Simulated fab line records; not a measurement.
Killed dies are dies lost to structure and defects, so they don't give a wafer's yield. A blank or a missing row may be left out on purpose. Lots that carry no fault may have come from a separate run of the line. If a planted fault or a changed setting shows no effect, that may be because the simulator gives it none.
The tool behind it: which one? | flow gf180mcu | 13 lots with 39 wafers sampled at 5 steps, on a route of 602 steps

== WHAT EACH GAUGE READ, for each wafer ==
GF_HV_LDD_CD_MEAS_31: target cd 400 nm. Usual: cdNm reads 400.3 nm (standard deviation 2).
lot  | measured     | on       | cdNm (nm)         | flag
L530 | day 11 14:39 | cdSem-02 | 399.9 400.6 401.2 | 
L531 | day 11 19:26 | cdSem-01 | 400.3 400.8 398.1 | 
L534 | day 12 16:19 | cdSem-02 | 402.5 400.6 401.4 | 
L537 | day 13 14:42 | cdSem-01 | 406.8 404.5 405.0 | 
L538 | day 14 03:38 | cdSem-02 | 399.0 401.5 401.0 | 
L539 | day 14 18:28 | cdSem-02 | 403.1 403.0 398.7 | 
L540 | day 15 05:34 | cdSem-01 | 402.1 401.9 401.4 | 
L542 | day 15 08:39 | cdSem-02 | 399.4 398.6 400.5 | 
L543 | day 15 19:58 | cdSem-02 | 398.5 398.1 397.4 | 
L548 | day 17 08:33 | cdSem-01 | 400.3 399.4 397.8 | 
L551 | day 18 17:05 | cdSem-02 | 398.5 399.8 399.8 | 
L552 | day 19 03:25 | cdSem-02 | 400.8 402.2 398.3 | 
L553 | day 19 13:24 | cdSem-01 | 396.4 396.2 397.9 | 

GF_HV_LDD_TW_MEAS_38. Usual: HV_LDD_3_TW 1424, standard deviation 10.
lot  | measured     | on           | HV_LDD_3_TW    | flag
L530 | day 11 15:31 | filmMetro-04 | 1415 1427 1417 | 
L531 | day 11 20:18 | filmMetro-03 | 1420 1416 1417 | 
L534 | day 12 17:10 | filmMetro-04 | 1416 1426 1422 | 
L537 | day 13 15:32 | filmMetro-04 | 1424 1423 1433 | 
L538 | day 14 04:30 | filmMetro-03 | 1426 1431 1420 | 
L539 | day 14 19:17 | filmMetro-03 | 1423 1426 1431 | 
L540 | day 15 06:25 | filmMetro-03 | 1428 1420 1438 | 
L542 | day 15 09:31 | filmMetro-04 | 1403 1404 1411 | 
L543 | day 15 20:47 | filmMetro-01 | 1439 1434 1446 | 
L548 | day 17 09:25 | filmMetro-04 | 1417 1423 1416 | 
L551 | day 18 17:56 | filmMetro-01 | 1437 1439 1441 | 
L552 | day 19 04:16 | filmMetro-03 | 1421 1423 1418 | 
L553 | day 19 14:16 | filmMetro-03 | 1419 1421 1418 | 

GF_HV_LDD_THK_MEAS_55. Usual: HV_LDD_CVD_54_THK 10.00 nm, standard deviation 0.12.
lot  | measured     | on           | HV_LDD_CVD_54_THK (nm) | flag
L530 | day 12 12:22 | filmMetro-03 | 10.05 10.03 10.07      | 
L531 | day 12 18:12 | filmMetro-01 | 9.99 9.99 9.95         | 
L534 | day 13 17:55 | filmMetro-03 | 9.91 9.86 10.01        | 
L537 | day 14 14:07 | filmMetro-01 | 9.87 9.93 9.93         | 
L538 | day 15 02:04 | filmMetro-03 | 10.16 10.15 10.05      | 
L539 | day 15 17:11 | filmMetro-04 | 10.07 10.17 10.22      | 
L540 | day 16 03:53 | filmMetro-01 | 9.95 10.10 9.99        | 
L542 | day 16 07:44 | filmMetro-03 | 9.84 9.76 9.74         | 
L543 | day 16 19:55 | filmMetro-03 | 10.04 9.92 10.04       | 
L548 | day 18 11:38 | filmMetro-01 | 10.13 10.25 10.07      | 
L551 | day 19 19:47 | filmMetro-04 | 10.14 10.09 10.05      | 
L552 | day 20 05:53 | filmMetro-01 | 9.92 9.99 9.83         | 
L553 | day 20 15:28 | filmMetro-01 | 10.10 9.85 9.92        | 

== TOOL THAT RAN EACH LOT (tool first, then ch and the chambers of the sampled wafers, then the start) ==
lot  | GF_HV_LDD_COAT_41                | GF_HV_LDD_STRIP_49
L530 | lithoTrack-01 ch 0, day 12 00:42 | plasmaAsher-04 ch 0,1, day 12 10:58
L531 | lithoTrack-04 ch 0, day 12 05:36 | plasmaAsher-02 ch 0,1, day 12 16:04
L534 | lithoTrack-04 ch 0, day 13 02:47 | plasmaAsher-04 ch 0, day 13 13:42
L537 | lithoTrack-01 ch 0, day 14 01:02 | plasmaAsher-02 ch 0,1, day 14 12:02
L538 | lithoTrack-04 ch 0, day 14 14:48 | plasmaAsher-02 ch 0,1, day 15 00:40
L539 | lithoTrack-02 ch 0, day 15 05:55 | plasmaAsher-04 ch 0,1, day 15 15:44
L540 | lithoTrack-01 ch 0, day 15 15:53 | plasmaAsher-03 ch 0,1, day 16 02:27
L542 | lithoTrack-04 ch 0, day 15 19:15 | plasmaAsher-02 ch 0, day 16 06:18
L543 | lithoTrack-02 ch 0, day 16 06:43 | plasmaAsher-02 ch 0,1, day 16 18:26
L548 | lithoTrack-01 ch 0, day 17 20:51 | plasmaAsher-02 ch 0,1, day 18 09:42
L551 | lithoTrack-02 ch 0, day 19 05:20 | plasmaAsher-04 ch 0,1, day 19 18:21
L552 | lithoTrack-01 ch 0, day 19 15:59 | plasmaAsher-04 ch 0,1, day 20 04:26
L553 | lithoTrack-04 ch 0, day 20 01:48 | plasmaAsher-03 ch 0,1, day 20 14:02
- GF_HV_LDD_COAT_41: resist thk 1000 nm.
- GF_HV_LDD_STRIP_49: strips in O2/N2.

== AS READ BY THE TOOLS THEMSELVES (means over the sampled wafers that have a number; for cases with no such wafer, the mark the record gives instead) ==
GF_HV_LDD_COAT_41. Usual: dispensePressureKPa 48.5 kPa, standard deviation 2.4; spinSpeedRpm 3000.0 rpm, standard deviation 2.1.
lot  | tool          | dispensePressureKPa (kPa) | spinSpeedRpm (rpm) | flag
L530 | lithoTrack-01 | 51.9                      | 3001.3             | 
L531 | lithoTrack-04 | 47.0                      | 3000.5             | 
L534 | lithoTrack-04 | 47.0                      | 2997.7             | 
L537 | lithoTrack-01 | 51.9                      | 3000.2             | 
L538 | lithoTrack-04 | 47.0                      | 3003.2             | 
L539 | lithoTrack-02 | 46.3                      | 3002.1             | 
L540 | lithoTrack-01 | 51.9                      | 2998.5             | 
L542 | lithoTrack-04 | 47.0                      | 3001.5             | 
L543 | lithoTrack-02 | 46.3                      | 3001.8             | 
L548 | lithoTrack-01 | 51.9                      | 2796.9             | OFF
L551 | lithoTrack-02 | 46.4                      | 3000.5             | 
L552 | lithoTrack-01 | 51.9                      | 2795.7             | OFF
L553 | lithoTrack-04 | 47.0                      | 2999.2             | 

GF_HV_LDD_STRIP_49. Usual: drypumpMotorCurrentA 5.5 A, standard deviation 0.35; heaterPowerW 303 W, standard deviation 41; oesProductAu 0.716 a.u., standard deviation 0.0047; stripTimeToEndpointS 12.64 s, standard deviation 0.034.
lot  | tool           | drypumpMotorCurrentA (A) | heaterPowerW (W) | oesProductAu (a.u.) | stripTimeToEndpointS (s) | flag
L530 | plasmaAsher-04 | 5.9                      | 343              | 0.719               | 12.66                    | 
L531 | plasmaAsher-02 | 5.1                      | 261              | 0.722               | 12.63                    | 
L534 | plasmaAsher-04 | 5.9                      | 296              | 0.717               | 12.61                    | 
L537 | plasmaAsher-02 | 5.4                      | 269              | 0.719               | 12.66                    | 
L538 | plasmaAsher-02 | 5.4                      | 272              | 0.718               | 12.57                    | 
L539 | plasmaAsher-04 | 5.9                      | 343              | 0.713               | 12.63                    | 
L540 | plasmaAsher-03 | 5.3                      | 342              | 0.718               | 12.67                    | 
L542 | plasmaAsher-02 | 5.6                      | 282              | 0.716               | 12.58                    | 
L543 | plasmaAsher-02 | 5.2                      | 261              | 0.717               | 12.63                    | 
L548 | plasmaAsher-02 | 5.4                      | 270              | 0.717               | 12.99                    | OFF
L551 | plasmaAsher-04 | 5.9                      | 319              | 0.716               | 12.63                    | 
L552 | plasmaAsher-04 | 5.9                      | 344              | 0.723               | 13.01                    | OFF
L553 | plasmaAsher-03 | 5.4                      | 331              | 0.712               | 12.60                    | 

== THE ANSWER, worked out from the rows above alone ==
Rule: lot off if the mean of its wafers having a number is beyond 3 standard deviations from the usual mean. Also off: a lot with no number at a reading for which 4 or more lots have one. All remaining lots with rows at the step are treated as sound. After the gauges, taken in route order, come the tools' own readings; for these a lot's mean is taken, as printed above. At the first step where some lot is off, the reading lying furthest off is the one used; lots without a number count as furthest.
Off at GF_HV_LDD_COAT_41 (spinSpeedRpm): L548, L552.
A tool fits if, at that step or a process step before it, it ran every lot that is off, and no sound lot after the first of them. One candidate fits, namely lithoTrack-01 at GF_HV_LDD_COAT_41. Its last sound lot is L540 (day 15 15:53), its first lot that is off L548 (day 17 20:51): a fault that began between those two fits.
On the lots that are off, the tool's own readings at GF_HV_LDD_COAT_41 differ by more than 5 times the standard deviation of the sound lots' means, which bears it out; spinSpeedRpm reads 2796.3 rpm there versus 3000.6 rpm on the sound lots.

== WHAT THE SIMULATOR HAD PUT IN ==
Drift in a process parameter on lithoTrack-01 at GF_HV_LDD_COAT_41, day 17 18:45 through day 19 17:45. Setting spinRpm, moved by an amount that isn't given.
Lots struck among those shown: L548, L552. Same finding as the rule above.
